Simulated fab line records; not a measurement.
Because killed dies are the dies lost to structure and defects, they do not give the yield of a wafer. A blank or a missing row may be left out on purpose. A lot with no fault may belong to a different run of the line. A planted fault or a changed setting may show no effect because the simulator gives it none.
A struck lot beside a sound one ; flow gf180mcu ; 14 out of 602 route steps
Sound: these wafers, L764.1, L764.4, L764.5. Struck: wafers L760.2, L760.4, L760.5. Last of all comes the cause.
Order at every step that has rows: each side's tool, ch and its chambers, its first start. Under that, the readings that differ: sound wafers ; struck wafers ; difference of the means ; sigmas: that difference in standard deviations of wafers without a fault.
alike: same words and numbers on both sides, and readings whose means sit less than 2 such deviations apart. not compared: any withheld reading, any reading some wafer has no value for, any bound like >300 that may hide the same value, and any number with overlapping values for which the record gives no deviation.
Wherever a step has rows on one side only, a row that says differs or no value, or a row with sigmas, the two part there. When numbers do not overlap yet have no deviation, they are printed without sigmas and do not part them. A reading that every wafer of one side lacks parts them only if that side has two wafers or more.

GF_VT_IMPLANT_RS_MEAS_49: uses a four-point probe to measure.
  struck on film-metro-04, day 11 21:50; sound on film-metro-02, day 12 22:11
  alike: MVPSD_RS
then, 4 steps without rows for these wafers: GF_VT_IMPLANT_WET_ETCH_50 (etches SiO2 in dHF, target depth 20 nm, time 400 s); GF_DUAL_GATE_CLEAN_00 (cleans in SC1/SC2, time 150 s); GF_DUAL_GATE_CLEAN_01 (cleans in dHF, time 20 s); GF_DUAL_GATE_OXIDATION_02 (stabilise 600 s, purge 300 s, target thk 10.887 nm).
GF_DUAL_GATE_THK_MEAS_03:
  struck on film-metro-01, day 12 03:11; sound on film-metro-02, day 12 23:58
  alike: DUAL_GATE_OXIDATION_00_THK
then, 6 steps without rows for these wafers: GF_DUAL_GATE_DEHYDRATE_04 (time 60 s); GF_DUAL_GATE_HMDS_05 (prime time 60 s); GF_DUAL_GATE_COAT_06 (resist thk 1000 nm); GF_DUAL_GATE_SOFTBAKE_07 (time 60 s); GF_DUAL_GATE_EXPOSE_08 (exposes mask Dualgate, target cd 700 nm); GF_DUAL_GATE_PEB_09.
GF_DUAL_GATE_DEVELOP_10: develop time 60 s.
  sound on litho-track-03 ch 0, day 13 19:29; struck on litho-track-02, day 12 21:32
  no value came back on the struck wafers for chill-plate-temp-C (C), develop-time-s (s); on the sound wafers chill-plate-temp-C (C) reads 23.15 23.14 23.07
GF_DUAL_GATE_OVL_MEAS_11:
  struck on overlay-01, day 12 21:40; sound on overlay-01, day 13 19:38
reading;sound;struck;difference;sigmas
DUAL_GATE_OVL (nm);-1.7 -2.1 -1.8;- - -;no value on the struck wafers;

## WHERE THEY PART
Last at GF_DUAL_GATE_OVL_MEAS_11 as far as this record goes, first at GF_DUAL_GATE_DEVELOP_10.

WHY: what the simulator had put in
Step skipped in full: litho-track-02, at GF_DUAL_GATE_DEVELOP_10, from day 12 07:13 onward. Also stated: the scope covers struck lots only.
